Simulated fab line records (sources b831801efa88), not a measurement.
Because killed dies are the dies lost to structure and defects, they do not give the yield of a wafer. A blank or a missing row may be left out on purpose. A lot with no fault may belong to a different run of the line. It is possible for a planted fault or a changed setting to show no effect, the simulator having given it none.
8D (eight disciplines) problem report, filled in by code || flow gf180mcu || the parts of the form that need people (team, actions taken, sign-off) are left out

== 1. THE ISSUE ==
Wafers free of any fault read 601 nm (standard deviation 6.9) for V3_CVD_00_THK at GF_V3_THK_MEAS_01, against a mean of 305 nm on 2 wafers of 2 lots. Relative to the usual mean, that is a shift of -43 standard deviations.
First seen on wafer L740.6, day 27 11:10, on film metro-03. Wafers with a number at this step in the record: 36, from 12 lots. The rule behind "out" and "out of limits": a value lying over 4 standard deviations away from the usual mean. Any other wafer with a number is counted as sound.

== 2. WHAT IT IS, WHAT IT ISN'T ==
{"question": "which readings at this step", "is": "V3_CVD_00_THK", "is not": "-"}
{"question": "which lots", "is": "L740, L741", "is not": "L724, L725, L726, L730, L731, L735, L736, L743, L744, L747"}
{"question": "which wafers of those lots", "is": "L740.6, L741.3", "is not": "L740.4, L740.5, L741.1, L741.6"}
{"question": "read on which gauges", "is": "film metro-02, film metro-03", "is not": "film metro-01"}
{"question": "when", "is": "from day 27 11:10", "is not": "up to then (23 sound wafers); but 11 sound wafers of L741, L743, L744, L747 came after"}

== 3. WHAT RULES OUT EACH SUSPECT ==
Counting: if a tool at a process step up to the reading ran every lot that is out, it stays a suspect. Sound lots after the first of them don't rule it out here, since some wafers of a struck lot are sound.
- ruled out: the gauge at GF_V3_THK_MEAS_01. 2 gauges (film metro-02, film metro-03) read the wafers that are out.
- hdpcvd-02 at GF_V3_CVD_00 (deposits SiO2, target thk 600 nm, time 100 s): kept. It ran every lot that is out, first L740 (day 27 11:06); its last sound lot up to then is L735 (day 26 04:22). Its own sih4 flow sccm readings are out on those wafers.
- At GF_V3_CVD_00, inside hdpcvd-02: chamber 0 took the wafers that are out, while their sound lot-mates went through chambers 1, 2.
The count leaves hdpcvd-02 at GF_V3_CVD_00.

== 4. THE CAUSE (what the simulator had put in) ==
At GF_V3_CVD_00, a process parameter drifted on hdpcvd-02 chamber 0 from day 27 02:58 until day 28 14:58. Setting sih4 flow sccm, moved by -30, from 60. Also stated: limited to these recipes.
Only this tool survived the counting.

== 5. THE EFFECT CHAIN, in route order ==
Rows list readings where the struck wafers' mean (over those with a number) sits beyond 3 standard deviations from the usual. Only readings whose record carries a usual standard deviation are examined. hours: median over the lots of the time between each lot's start at the first step of this table that gives one and its start at this step. sigmas: the change, counted in usual standard deviations.
{"hours": 0, "step": "GF_V3_CVD_00", "reading": "sih4 flow sccm", "usual": "59.98 sccm", "on struck wafers": 29.92, "change": -30.05, "sigmas": "-99 or more"}
{"hours": 0, "step": "GF_V3_THK_MEAS_01", "reading": "V3_CVD_00_THK", "usual": "601 nm", "on struck wafers": 305, "change": -296, "sigmas": -43}
The process steps in it:
- GF_V3_CVD_00: deposits SiO2, target thk 600 nm, time 100 s.
Later steps that measure or inspect, where all struck wafers having a row at the step show a number for every such reading and not one has moved that far: GF_V3_OVL_MEAS_15.

== 6. HOW IT WOULD HAVE BEEN CAUGHT EARLIER ==
In this record the first reading out of limits at a measuring or inspecting step was taken at day 27 11:10, 8 hours after the fault began at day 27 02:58.
At GF_V3_CVD_00, the tool's own readings (sih4 flow sccm) were out on each struck wafer the step has a row for, so an alarm limit on them would have fired on the first such wafer.
L741, from the lots that are out (2), started GF_V3_CVD_00 on hdpcvd-02 later than day 27 11:10. It would have been spared by a hold on the tool at that moment.
